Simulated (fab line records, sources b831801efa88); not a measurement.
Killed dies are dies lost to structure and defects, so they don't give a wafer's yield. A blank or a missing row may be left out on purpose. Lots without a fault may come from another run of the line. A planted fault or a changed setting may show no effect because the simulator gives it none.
Split-lot experiment | flow sfq_line | 5 lots, 23 wafers read, on a route of 325 steps

THE SPLIT
At SFQ_TRILAYER_A5B_DEP_PECVD_129 (deposits SiO2 from SiH4/N2O, time 133.33 s, target thk 600 nm), the setting time_s was moved away from the recipe's 133.33 s on 8 of the 23 wafers read, by -11.1% to +10.3%. The other wafers ran this setting at the recipe's value.

The reading is taken at the split's own step.

THE READING
SiO2_of_TRILAYER_A5B_DEP_PECVD_129.thk_nm (the simulator's own value, which no gauge read), in nm, at SFQ_TRILAYER_A5B_DEP_PECVD_129 (deposits SiO2 from SiH4/N2O, time 133.33 s, target thk 600 nm). The file gives no usual value for it. The 15 wafers here that ran the recipe average 606.5 nm, standard deviation 8.5 nm.

wafer  | tool, chamber at the split | time_s as run, s | against the recipe | SiO2_of_TRILAYER_A5B_DEP_PECVD_129.thk_nm, nm | against lot-mates on the recipe
L074.1 | pecvd-01, 0                | 118.5            | -11.1%             | 547.2                                         | -53.8
L074.2 | pecvd-01, 1                | 118.5            | -11.1%             | 525.8                                         | -75.2
L074.3 | pecvd-01, 2                | 133.33           | recipe             | 592.8                                         | -
L074.4 | pecvd-01, 1                | 133.33           | recipe             | 609.1                                         | -
L074.5 | pecvd-01, 2                | 118.5            | -11.1%             | 539.4                                         | -61.6
L075.1 | pecvd-03, 1                | 133.33           | recipe             | 592.1                                         | -
L075.2 | pecvd-03, 0                | 133.33           | recipe             | 609.4                                         | -
L075.4 | pecvd-03, 0                | 133.33           | recipe             | 619.6                                         | -
L079.1 | pecvd-04, 2                | 133.33           | recipe             | 604.9                                         | -
L079.3 | pecvd-04, 0                | 133.33           | recipe             | 609.6                                         | -
L079.4 | pecvd-04, 2                | 147.1            | +10.3%             | 662.8                                         | +58.2
L079.5 | pecvd-04, 1                | 133.33           | recipe             | 599.3                                         | -
L079.6 | pecvd-04, 0                | 147.1            | +10.3%             | 670.7                                         | +66.1
L081.2 | pecvd-01, 1                | 133.33           | recipe             | 598.3                                         | -
L081.3 | pecvd-01, 0                | 133.33           | recipe             | 610.9                                         | -
L081.4 | pecvd-01, 0                | 133.33           | recipe             | 615.8                                         | -
L081.5 | pecvd-01, 1                | 133.33           | recipe             | 608.1                                         | -
L081.6 | pecvd-01, 2                | 133.33           | recipe             | 619.1                                         | -
L084.1 | pecvd-01, 2                | 146.9            | +10.2%             | 668.1                                         | +63.5
L084.2 | pecvd-01, 1                | 133.33           | recipe             | 597.6                                         | -
L084.3 | pecvd-01, 0                | 146.9            | +10.2%             | 681.2                                         | +76.6
L084.4 | pecvd-01, 0                | 146.9            | +10.2%             | 678.9                                         | +74.3
L084.5 | pecvd-01, 2                | 133.33           | recipe             | 611.6                                         | -

THE FIT
A straight line over all 23 wafers: SiO2_of_TRILAYER_A5B_DEP_PECVD_129.thk_nm changes by +6.33 nm for each +1% of time_s; r = +0.98; the points scatter about the line by 8.7 nm.
The same after taking each lot's own level away (the mean of its wafers on the recipe; 23 wafers): +6.21 nm for each +1%; r = +0.98; scatter 8.6 nm.
On that fit, the largest move of time_s shifts the reading by 69 nm.
The lots' own levels span 600.95 to 610.44 nm, that is 1.1 times the standard deviation above.
So the lot-to-lot level changes the slope little: the two slopes agree.
Check: with one of the wafers moved furthest among these (-11.1%) left out of the fit, the line predicts -70.9 nm for it against its lot-mates. It came out at -53.8 nm against them.

OTHER SPLITS ON THESE WAFERS
These wafers also went through other splits before the reading. Each is held against what the fit with the lots' levels taken away leaves over:
other split on the same wafers           | wafers away from the commonest value | r with SiO2_of_TRILAYER_A5B_DEP_PECVD_129.thk_nm (lot level and that fit taken away)
SFQ_TRILAYER_M5_LITHO_EXPOSE_124 dose_mj | 10                                   | -0.02

THE FILE'S OWN FIT
SiO2_of_TRILAYER_A5B_DEP_PECVD_129.thk_nm changes by +6.22 nm for each +1% of time_s, r = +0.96.
